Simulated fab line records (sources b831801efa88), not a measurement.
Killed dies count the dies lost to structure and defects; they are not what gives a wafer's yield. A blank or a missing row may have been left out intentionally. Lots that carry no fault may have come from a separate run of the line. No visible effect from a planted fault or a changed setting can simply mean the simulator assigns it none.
fab line records ; flow sky130
[record] lots = 5; wafers = 15; last-day = 49
route steps=708 shown VIA3@575 METAL4@598 CAP2M@603 PAD_OPEN@708
lots that met no fault: taken from a fault-free run of the same line
start-h: hours from the record's first day to the start of the lot's first wafer shown ; wait-h: hours from the lot's prior step to this one ; " as in the row above ; L1.1+2: a row that stands for several wafers ; - no value, or no start given ; * or withheld: withheld ; < > ~ a bound
route shown NAME@n: names a module that has steps shown in the file, with the first one's number in the route ; usual: mean/standard deviation taken from wafers without a fault ; same: alike in all rows ; chamber/n: place in a boat ; sites: readings site by site ; _std_site: how widely they spread, as a standard deviation ; _edge_site: inner sites' mean taken away from outer sites' mean ; radius-mm: how far each site lies from the wafer's centre ; mask NAME#n: copy n ; behind: the last tool/chamber to shape the wafer ; hold: why the lot was held/for how many hours/how that ended ; device: which transistor (n, p or np) failed to switch ; end of line: the tests these same wafers got at the end of their route ; a step without rows: its recipe alone ; killed: dies lost to structure and defects at the first sort, not the wafer's yield ; map: shows each die of a wafer: x if killed, . if not, _ if none is there
set.NAME: the run value of the setting; set.NAME@STEP: its run value at that earlier step ; model.NAME: the simulator's own value behind a step, which no gauge read
lots at selected steps of the route; one table per step, one row per wafer
services: a tool's chamber out of use, with start hour (start-h, from the record's first day; less than 0 if before it), hours out, and reason
[[steps]]
[step SKY_VIA3_CMP_02]
[recipe] material = SiO2; down-force-psi = 4; platen-rpm = 60; pad-velocity-m-s = 0.94248
[step SKY_VIA3_DEHYDRATE_04]
[recipe] temp-c = 200; time-s = 60
[step SKY_VIA3_HMDS_05]
[recipe] prime-time-s = 60; prime-temp-c = 120
[step SKY_VIA3_COAT_06]
[recipe] resist = BARC; temp-c = withheld; time-s = withheld; spin-rpm = 3000; resist-thk-nm = 60
[step SKY_VIA3_COAT_07]
[recipe] resist = KrF-thick; spin-rpm = 3000; resist-thk-nm = 450
[step SKY_VIA3_SOFTBAKE_08]
[recipe] temp-c = 100; time-s = 90; resist = KrF-thick
[step SKY_VIA3_EXPOSE_09]
[recipe] mask-id = VIM3; na = 0.8; source-shape = annular; sigma-inner = 0.55; sigma-outer = 0.85; target-cd-nm = 200; dose-mj = 38
[step SKY_VIA3_PEB_10]
[recipe] peb-temp-c = withheld; peb-time-s = withheld; resist = KrF-thick
[step SKY_VIA3_DEVELOP_11]
[recipe] develop-time-s = 60; resist = KrF-thick; dev-temp-c = 21
[step SKY_VIA3_ETCH_14]
[recipe] chemistry = N2/H2; target = BARC; ion-energy-ev = 200; source-w = 500; bias-w = 100; pressure-mtorr = 30.83; n2-flow-sccm = 100; h2-flow-sccm = 200; stop-on = SiO2; time-s = 45.9; target-depth-a = 600
[usual] drypump-motor-current-A = 5.7/0.41; oes-product-au = 0.854/0.0044; throttle-valve-pct = 13.017/0.0092
lot.wafer;tool;chamber;start-h;wait-h;drypump-motor-current-A;oes-product-au;rf-hours-counter-h;throttle-valve-pct
L769.3;rie-diel-04;2;914.89;0.0;5.9;0.853;19;13.005
L769.5;rie-diel-04;1;914.89;0.0;5.7;0.854;-;13.016
L769.6;rie-diel-04;0;914.89;0.0;6.3;0.852;-;13.027
L778.3;rie-diel-04;0;998.12;0.0;6.3;0.852;13;13.003
L778.4;rie-diel-04;3;998.12;0.0;5.5;0.851;-;13.026
L778.5;rie-diel-04;1;998.12;0.0;5.7;0.854;-;13.021
L779.1;rie-diel-04;3;1000.49;0.0;5.5;0.850;11;13.012
L779.2;rie-diel-04;1;1000.49;0.0;5.7;0.857;16;13.031
L779.5;rie-diel-04;0;1000.49;0.0;6.3;0.848;-;13.001
L781.2;rie-diel-04;0;1037.34;0.0;6.4;0.849;14;13.015
L781.3;rie-diel-04;1;1037.34;0.0;5.7;0.848;17;13.017
L781.5;rie-diel-04;1;1037.34;0.0;5.7;0.855;-;13.005
L785.1;rie-diel-03;2;1043.24;0.0;5.8;0.858;14;13.033
L785.2;rie-diel-03;1;1043.24;0.0;5.8;0.852;16;13.016
L785.6;rie-diel-03;2;1043.24;0.0;5.8;0.851;-;13.024
[step SKY_VIA3_ETCH_15]
[recipe] target = SiO2; chemistry = C4F8/O2/Ar; target-depth-nm = 507; stop-on = TiN; mask-material = KrF-thick; source-w = 1500; bias-w = 1200; pressure-mtorr = 40; c4f8-flow-sccm = withheld; O2_flow_sccm = 6; Ar_flow_sccm = 300; time-s = 78
[step SKY_VIA3_STRIP_16]
[recipe] chemistry = O2/N2; power-w = 1400; pressure-mtorr = 1500; platen-temp-c = withheld; o2-flow-sccm = 3000; n2-flow-sccm = 300; overash-fraction = 0.5
[step SKY_VIA3_STRIP_17]
[recipe] chemistry = post-etch-residue-remover; time-s = 1200; temp-c = 72.5
[step SKY_VIA3_CLEAN_18]
[recipe] chemistry = IPA; time-s = 180; temp-c = 25
[step SKY_VIA3_CLEAN_19]
[recipe] chemistry = O3/DIW; dry = n2-spin
[step SKY_VIA3_SPUTTER_20]
[recipe] material = TiN; target-thk-nm = 20; chamber-pressure-pa = 5; power-w = 4000; time-s = 80
[step SKY_VIA3_CVD_21]
[recipe] material = W; target-thk-nm = 390; time-s = 117.31; temp-c = 400; pressure-torr = 40
[step SKY_VIA3_CMP_24]
[recipe] stop-on = SiO2; t-overpolish-s = 20; down-force-psi = 3.5; platen-rpm = 60; target-thk-nm = 0; pad-velocity-m-s = 0.94248
[step SKY_METAL4_SPUTTER_00]
[recipe] material = Ti; target-thk-nm = 15; power-w = 3000; time-s = 10; chamber-pressure-pa = 0.4
[step SKY_METAL4_SPUTTER_01]
[recipe] material = TiN; target-thk-nm = 20; power-w = 6500; time-s = 16.7; chamber-pressure-pa = 0.4
[step SKY_METAL4_SPUTTER_02]
[recipe] material = AlCu; target-thk-nm = 735; power-w = 10600; time-s = 39.1; chamber-pressure-pa = 0.4
[step SKY_METAL4_SPUTTER_03]
[recipe] material = Ti; target-thk-nm = 5; power-w = 3000; time-s = 3.3; chamber-pressure-pa = 0.4
[step SKY_METAL4_SPUTTER_04]
[recipe] material = TiN; target-thk-nm = 70; power-w = 6500; time-s = 58.3; chamber-pressure-pa = 0.4
[step SKY_CAP2M_CVD_00]
[recipe] material = SiO2; target-thk-nm = 15.5; temp-c = 400; time-s = withheld; rf-w = 450
[step SKY_CAP2M_SPUTTER_02]
[recipe] material = TiN; target-thk-nm = 200; temp-c = 300; power-w = 6500; time-s = 166.7; chamber-pressure-pa = 0.4
[step SKY_CAP2M_DEHYDRATE_05]
[recipe] temp-c = 200; time-s = 60
[step SKY_CAP2M_HMDS_06]
[recipe] prime-time-s = 60; prime-temp-c = 120
[step SKY_CAP2M_COAT_07]
[recipe] resist = NOVOLAK; spin-rpm = 3000; resist-thk-nm = 1140
[step SKY_CAP2M_SOFTBAKE_08]
[recipe] temp-c = 90; time-s = 60; resist = NOVOLAK
[step SKY_CAP2M_EXPOSE_09]
[recipe] mask-id = CAP2M; na = 0.6; source-shape = conventional; sigma-outer = 0.6; polarization = unpolarized; target-cd-nm = 1000; dose-mj = 159
[step SKY_CAP2M_PEB_10]
[recipe] temp-c = withheld; time-s = *; resist = NOVOLAK
[step SKY_CAP2M_DEVELOP_11]
[recipe] resist = NOVOLAK; developer = TMAH; develop-time-s = 60; dev-temp-c = 23
[step SKY_CAP2M_METAL_ETCH_13]
[recipe] target-depth-nm = 220; stop-on = SiO2; chemistry = Cl2/BCl3; target = TiN; pressure-mtorr = 10; icp-w = 900; bias-w = 49.07; Cl2_flow_sccm = 60; bcl3-flow-sccm = 30; time-s = 62.9
[step SKY_PAD_OPEN_PROBE_99]
[usual] defect-limited-yield = 82.4/2.1; killed_at_M0_to_M3 = 44/7.4; killed_at_M4_up = 3.2/2; killed-at-contacts = 24/5.1; killed-at-front-end = 15/4.8; killed-at-other = 0.2/0.46; killed-dies = 86/10; killed-open = 47/7.5; killed-short = 39/7; sort_bin_3_pad_short = 0.9/0.4; sort_bin_5_function = 10.4/1.5; sort_bin_6_memory = 6.3/1.2; sort-n-pass = 406/10; sort-yield-pct = 82.4/2.1
[same] gross-dies = 492; killed-at-back-side = 0; sort_bin_4_leakage[%] = 0; sort_bin_8_speed[%] = 0
lot.wafer;tool;chamber;start-h;wait-h;defect-limited-yield[%];killed_at_M0_to_M3;killed_at_M4_up;killed-at-contacts;killed-at-front-end;killed-at-other;killed-dies;killed-open;killed-short;sort_bin_3_pad_short[%];sort_bin_5_function[%];sort_bin_6_memory[%];sort-n-pass;sort-yield-pct[%];model.etest.tester.sort-n-pass;model.etest.tester.sort-yield-pct;model.etest.tester.sort_bin_5_pct;model.etest.tester.sort_bin_3_pct
L769.3;prober-01;-;1064.29;0.2;80.7;48;2;28;17;0;95;57;38;0.4;11.8;7.1;397;80.7;397;80.69;11.79;0.4065
L769.5;prober-01;-;1064.39;0.2;80.5;48;6;29;12;1;96;51;45;0.6;13.0;5.9;396;80.5;396;80.49;13.01;0.6098
L769.6;prober-01;-;1064.44;0.2;83.1;39;2;21;21;0;83;42;41;0.8;9.1;6.9;409;83.1;409;83.13;9.146;0.813
L779.1;prober-02;-;1135.42;0.1;74.8;72;3;25;23;1;124;62;39;3.0;14.0;8.1;368;74.8;368;74.8;14.02;3.049
L779.2;prober-02;-;1135.47;0.1;71.5;96;4;32;7;1;140;51;34;3.9;18.1;6.5;352;71.5;352;71.54;18.09;3.862
L779.5;prober-02;-;1135.62;0.2;78.5;72;1;22;11;0;106;31;40;2.8;12.8;5.9;386;78.5;386;78.46;12.8;2.846
L778.3;prober-01;-;1135.83;0.2;79.1;69;1;18;15;0;103;38;26;2.8;11.8;6.3;389;79.1;389;79.06;11.79;2.846
L778.4;prober-01;-;1135.88;0.2;77.6;65;4;24;17;0;110;48;42;2.2;14.0;6.1;382;77.6;382;77.64;14.02;2.236
L778.5;prober-01;-;1135.93;0.2;71.5;100;1;16;23;0;140;51;42;3.7;15.2;9.6;352;71.5;352;71.54;15.24;3.659
L781.2;prober-01;-;1167.03;0.1;73.6;84;3;30;13;0;130;57;39;3.5;15.0;7.9;362;73.6;362;73.58;15.04;3.455
L781.3;prober-01;-;1167.08;0.2;75.0;90;1;21;10;1;123;39;28;3.3;15.2;6.5;369;75.0;369;75;15.24;3.252
L781.5;prober-01;-;1167.18;0.2;74.2;89;2;26;10;0;127;48;28;3.7;17.9;4.3;365;74.2;365;74.19;17.89;3.659
L785.1;prober-02;-;1170.71;0.1;82.1;43;1;29;15;0;88;55;33;1.0;11.6;5.3;404;82.1;404;82.11;11.59;1.016
L785.2;prober-02;-;1170.76;0.1;80.3;51;2;25;19;0;97;50;46;1.0;10.8;7.9;395;80.3;395;80.28;10.77;1.016
L785.6;prober-02;-;1170.96;0.2;80.9;51;4;18;21;0;94;48;46;1.4;11.2;6.5;398;80.9;398;80.89;11.18;1.423
// killed by level:class
L769.3 VIA1:geometric-particle:open=13 CONTACT:geometric-particle:open=10 VIA2:geometric-particle:open=9 LI_CONTACT:geometric-particle:open=7 LOCAL_INTERCONNECT:geometric-particle:short=6 METAL2:geometric-particle:short=6 FIELD_ISO:geometric-particle:open=4 FIELD_ISO:geometric-particle:short=4
L769.5 VIA1:geometric-particle:open=17 CONTACT:geometric-particle:open=9 METAL1:geometric-particle:short=8 LOCAL_INTERCONNECT:geometric-particle:short=7 VIA2:geometric-particle:open=7 LI_CONTACT:geometric-particle:open=5 FIELD_ISO:geometric-particle:short=4 POLY_GATE:geometric-particle:short=4
L769.6 VIA1:geometric-particle:open=9 CONTACT:geometric-particle:open=7 VIA2:geometric-particle:open=7 POLY_GATE:geometric-particle:short=5 VIA3:geometric-particle:open=5 CONTACT:geometric-particle:short=5 LOCAL_INTERCONNECT:geometric-particle:short=5 METAL2:geometric-particle:short=5
L779.1 VIA3:unspecified=23 VIA1:geometric-particle:open=15 LI_CONTACT:geometric-particle:open=10 CONTACT:geometric-particle:open=9 VIA2:geometric-particle:open=7 VIA1:geometric-particle:short=7 FIELD_ISO:geometric-particle:short=4 FIELD_ISO:geometric-particle:open=4
L779.2 VIA3:unspecified=55 CONTACT:geometric-particle:open=11 VIA1:geometric-particle:open=10 VIA3:geometric-particle:open=9 METAL2:geometric-particle:short=7 LI_CONTACT:geometric-particle:open=6 LOCAL_INTERCONNECT:geometric-particle:short=6 CONTACT:geometric-particle:short=5
L779.5 VIA3:unspecified=35 FIELD_ISO:geometric-particle:short=6 LOCAL_INTERCONNECT:geometric-particle:short=6 CONTACT:geometric-particle:open=6 VIA2:geometric-particle:open=6 METAL2:geometric-particle:short=5 VIA3:geometric-particle:open=5 LI_CONTACT:geometric-particle:open=4
L778.3 VIA3:unspecified=39 CONTACT:geometric-particle:open=9 FIELD_ISO:geometric-particle:open=7 VIA1:geometric-particle:open=6 VIA2:geometric-particle:open=5 LI_CONTACT:geometric-particle:open=4 FIELD_ISO:geometric-particle:short=3 CONTACT:geometric-particle:short=3
L778.4 VIA3:unspecified=20 CONTACT:geometric-particle:open=13 VIA1:geometric-particle:open=10 FIELD_ISO:geometric-particle:short=7 VIA3:geometric-particle:open=7 VIA1:geometric-particle:short=7 METAL2:geometric-particle:short=6 LOCAL_INTERCONNECT:geometric-particle:short=5
L778.5 VIA3:unspecified=47 VIA1:geometric-particle:open=13 VIA1:geometric-particle:short=10 CONTACT:geometric-particle:open=9 VIA3:geometric-particle:open=6 FIELD_ISO:geometric-particle:open=5 FIELD_ISO:geometric-particle:short=5 METAL1:geometric-particle:short=5
L781.2 VIA3:unspecified=34 CONTACT:geometric-particle:open=13 VIA1:geometric-particle:open=10 METAL1:geometric-particle:short=9 CONTACT:geometric-particle:short=7 LI_CONTACT:geometric-particle:open=7 VIA3:geometric-particle:open=6 VIA2:geometric-particle:open=5
L781.3 VIA3:unspecified=56 VIA1:geometric-particle:open=9 CONTACT:geometric-particle:open=8 LI_CONTACT:geometric-particle:open=5 FIELD_ISO:geometric-particle:short=4 VIA1:geometric-particle:short=4 VIA2:geometric-particle:open=4 VIA3:geometric-particle:short=4
L781.5 VIA3:unspecified=50 VIA1:geometric-particle:open=13 CONTACT:geometric-particle:open=9 CONTACT:geometric-particle:short=6 VIA2:geometric-particle:open=6 METAL3:geometric-particle:short=5 LI_CONTACT:geometric-particle:open=4 METAL1:geometric-particle:short=4
L785.1 CONTACT:geometric-particle:open=15 VIA2:geometric-particle:open=13 VIA3:geometric-particle:open=7 FIELD_ISO:geometric-particle:short=6 CONTACT:geometric-particle:short=6 VIA1:geometric-particle:short=6 LI_CONTACT:geometric-particle:open=5 VIA1:geometric-particle:open=5
L785.2 VIA3:geometric-particle:open=15 CONTACT:geometric-particle:open=10 POLY_GATE:geometric-particle:short=8 VIA2:geometric-particle:open=8 FIELD_ISO:geometric-particle:short=7 METAL1:geometric-particle:short=7 CONTACT:geometric-particle:short=6 LI_CONTACT:geometric-particle:open=6
L785.6 VIA2:geometric-particle:open=10 VIA2:geometric-particle:short=8 METAL2:geometric-particle:short=7 CONTACT:geometric-particle:open=7 VIA1:geometric-particle:short=7 VIA3:geometric-particle:open=7 VIA1:geometric-particle:open=6 POLY_GATE:geometric-particle:open=6
// map L778.5 (x killed, . not)
__________.x.x..x..._________
________.x.....x...x.._______
______....x..........x.._____
_____...x......x....x....____
____.....x....x.x.xxx.x...___
___....x...........x..x....__
__.x.xx.x.......x.x........x_
_...xx...x.x...x.....x.x.....
_......x..x........x..x..x...
_...x......x.........x.......
_......x...............xx....
_...x.x.x.xx.x............x..
_....x...x.........x..x.x...x
_..xx..xx.....x.x....x.x.x...
_.....xxx.xx...x.....x....x..
__x...xxxxxxx...xx....x...x._
___x.xxxxxxxx..xx....x.....__
____.xxxxxxxxx.xx..x.x..x.___
_____.xxxxxxx.x...x......____
______xxxxxxx..........._____
________x..x.x....x..._______
__________xxx....xxx_________
// map L779.2 (x killed, . not)
__________...xx....._________
________.............._______
______.x..xx...........x_____
_____......xx.x.....x...x____
____.xxx.....x..x....xx.xx___
___.x.x....x.......x...x...__
__.xx...x............x.x...._
_..........x......x.x.x......
_.x.......................x..
_...xx.x...x...x.xx..x....xx.
_.x......x...x...........x..x
_....x.x..x...x..............
_..xx........xx.......x...x..
_...x....x.xx....x..x.......x
_....xxxxxxxx.......xx.......
__..xxxxxxxxx..x............_
___xxxxxxxxxxxx....x.......__
____xxxxxxxxxx.xx.........___
_____xxxxxxxx...x..x.....____
______xxxxxxx.....xx...x_____
________xx.x...x.x...x_______
__________........x._________
[[services]]
tool;chamber;start-h;hours;kind
rie-diel-04;3;892.76;15.7;repair
rie-diel-03;1;893.40;3.9;repair
rie-diel-03;0;968.14;4.5;repair
rie-diel-03;2;971.56;6.0;repair
rie-diel-03;-;992.80;14.6;pm
rie-diel-04;2;994.08;6.2;repair
[[key]]
[first-sign] step = SKY_PAD_OPEN_PROBE_99; reading = sort_bin_3_pad_short; direction = up; sigmas = 5.8; usual = 0.9; struck = 3.2
[effect] step = SKY_PAD_OPEN_PROBE_99; reading = killed_at_M0_to_M3; direction = up; sigmas = 5.1; usual = 44; struck = 82
[model-effect] step = SKY_PAD_OPEN_PROBE_99; value = etest.tester.sort-n-pass; without = 403.7; struck = 369.4
met-at SKY_VIA3_ETCH_14
struck-wafers L778.3,L778.4,L778.5,L779.1,L779.2,L779.5,L781.2,L781.3,L781.5
onset-between 914.89 998.12
[fault] kind = chamber-particle-source; tool = rie-diel-04; chamber = -; onset-h = 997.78; steps = SKY_VIA3_ETCH_14; rate-per-visit-cm2 = 1.0668; end-h = 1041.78
